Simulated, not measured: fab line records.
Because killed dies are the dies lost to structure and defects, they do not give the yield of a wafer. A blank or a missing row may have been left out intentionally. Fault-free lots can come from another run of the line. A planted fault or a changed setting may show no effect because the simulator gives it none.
8D (eight disciplines) problem report, filled in by code	flow sky130	the parts of the form that need people (team, actions taken, sign-off) are left out

## 1. PROBLEM STATEMENT
At SKY_VIA2_ETCH_14, oes product au averages 0.891 a.u. over 6 wafers from 2 lots, while fault-free wafers read 0.855 a.u., standard deviation 0.0046. Relative to the usual mean, that is a shift of +7.9 standard deviations.
The step: etches BARC in N2/H2, stops on SiO2, time 45.9 s, target depth 60 nm.
First observed at day 39 03:48: wafer L370.3, on rie diel-04. The record holds 33 wafers of 11 lots with a number at this step. Rule for "out" (also "out of limits"): further than 4 standard deviations from the usual mean. All remaining wafers that have a number are taken as sound.

## 2. WHAT IT IS, AND WHAT IT ISN'T
question	is	is not
which readings at this step	oes product au, run length s	drypump motor current A
which lots	L370, L371	L362, L364, L367, L374, L376, L377, L381, L382, L384
which wafers of those lots	all that have a number	-
read on which tools	rie diel-04	rie diel-01, rie diel-02
when	from day 39 03:48	up to then (9 sound wafers); but 18 sound wafers of L374, L376, L377, L381, L382, L384 came after

## 3. WHAT RULES OUT EACH SUSPECT
Counting: a tool stays on the suspect list if, at a process step up to the reading, it processed all lots that are out and no sound lot following the first of them.
- rie diel-04 at SKY_VIA2_ETCH_14 (etches BARC in N2/H2, stops on SiO2, time 45.9 s, target depth 60 nm): kept. It ran every lot that is out, first L370 (day 39 03:48), and no sound lot after that; its last sound lot up to then is L367 (day 38 17:37). Out on those wafers are its own readings of oes product au, run length s.
Left after counting: rie diel-04 at SKY_VIA2_ETCH_14.

## 4. THE CAUSE (what the simulator had put in)
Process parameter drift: rie diel-04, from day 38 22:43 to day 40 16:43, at SKY_VIA2_ETCH_14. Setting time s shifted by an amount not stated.
This tool alone remained once counting was done.

## 5. THE CHAIN OF EFFECTS, in route order
Rows list readings where the struck wafers' mean (over those with a number) sits beyond 3 standard deviations from the usual. Only readings whose record carries a usual standard deviation are examined. hours: median over the lots of the time between each lot's start at the first step of this table that gives one and its start at this step. sigmas: the change, counted in usual standard deviations.
hours	step	reading	usual	on struck wafers	change	sigmas
0	SKY_VIA2_ETCH_14	oes product au	0.855 a.u.	0.891	+0.036	+7.9
0	SKY_VIA2_ETCH_14	run length s	74.1 s	71.9	-2.2	-5.8
Its process steps:
- SKY_VIA2_ETCH_14: etches BARC in N2/H2, stops on SiO2, time 45.9 s, target depth 60 nm.
Readings that are blank on the struck wafers while sound wafers have them: rf fwd power W at SKY_VIA2_ETCH_14.

## 6. WHAT WOULD HAVE CAUGHT IT SOONER
5 hours passed between the start of the fault at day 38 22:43 and the first reading out of limits in this record, taken at day 39 03:48.
